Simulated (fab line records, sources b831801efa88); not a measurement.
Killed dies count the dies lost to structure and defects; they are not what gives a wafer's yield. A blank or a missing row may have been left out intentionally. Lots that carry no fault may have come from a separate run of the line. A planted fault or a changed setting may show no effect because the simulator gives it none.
One fault seen from 2 desks ; flow sky130 ; every desk sees just its own numbers, and what lay behind them comes last

== AT THE METROLOGY DESK ==
What the gauges read, lot by lot, whatever tool the lot ran on: means of the sampled wafers that have a number. Any lot whose mean is over 4 standard deviations away from the usual mean is out of limits and marked OUT; that distance is given in the brackets.
Columns: A = GATE_OXIDE_OVL at SKY_GATE_OXIDE_OVL_MEAS_10, usual 0.0 nm; B = GATE_OXIDE_TW at SKY_GATE_OXIDE_TW_MEAS_14, usual 219.9
lot;first seen here;A;B
L705;day 14 09:04;1.2;220.6
L713;day 17 16:40;-0.8;218.5
L715;day 18 01:47;1.6;219.5
L722;day 20 16:32;-0.8;221.6
L725;day 21 17:56;-0.8;220.4
L726;day 22 03:25;1.0;217.0
Result from this desk: across the 6 lots, nothing is out of limits.

== FOR THE TOOL OWNER'S DESK: furnace-02 ==
The tool's own readings at SKY_GATE_OXIDE_OXIDATION_16 (stabilise 600 s, purge 300 s, target thk 3.57 nm): means of the sampled wafers that have a number, for each lot that ran on this tool. Any lot whose mean is over 4 standard deviations away from the usual mean is out of limits and marked OUT; that distance is given in the brackets.
Columns: A = spike tc bottom C at SKY_GATE_OXIDE_OXIDATION_16, usual 821.3 C; B = spike tc centre C at SKY_GATE_OXIDE_OXIDATION_16, usual 798.9 C; C = spike tc lower C at SKY_GATE_OXIDE_OXIDATION_16, usual 800.8 C; D = spike tc top C at SKY_GATE_OXIDE_OXIDATION_16, usual 808.2 C; E = spike tc upper C at SKY_GATE_OXIDE_OXIDATION_16, usual 801.4 C; F = tube center temp C at SKY_GATE_OXIDE_OXIDATION_16, usual 800 C; G = tube_center_temp_C_max at SKY_GATE_OXIDE_OXIDATION_16, usual 802.0
lot;first seen here;A;B;C;D;E;F;G
L705;day 14 09:46;820.5;799.6;799.2;805.9;801.0;800;802.1
L713;day 17 19:12;813.8;791.9 (-5.0) OUT;794.3 (-5.4) OUT;799.9;793.4 (-5.3) OUT;793 (-89) OUT;795.7 (-21) OUT
L715;day 18 03:43;813.3;791.4 (-5.3) OUT;793.5 (-6.1) OUT;799.6;795.3 (-4.0) OUT;794 (-88) OUT;795.6 (-21) OUT
This desk's finding: out of limits on L713, L715; first on L713, day 17 19:12 (spike tc centre C at SKY_GATE_OXIDE_OXIDATION_16). In limits: L705.

== TAKEN TOGETHER ==
The tool owner's desk could have raised an alarm at day 17 19:12, on L713, L715.
Nothing out of limits was seen by the metrology desk.
The metrology desk holds a record of L713, L715, inside its limits.
SKY_GATE_OXIDE_OXIDATION_16 was run on furnace-02 by each of the lots named.

== WHAT WAS PUT IN BY THE SIMULATOR ==
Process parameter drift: furnace-02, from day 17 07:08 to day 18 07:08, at SKY_GATE_OXIDE_OXIDATION_16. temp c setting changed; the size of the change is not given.
Struck lots among those shown: L713, L715.
How many hours passed from the start of the fault until each desk's first out-of-limits reading: the tool owner's desk, 12.
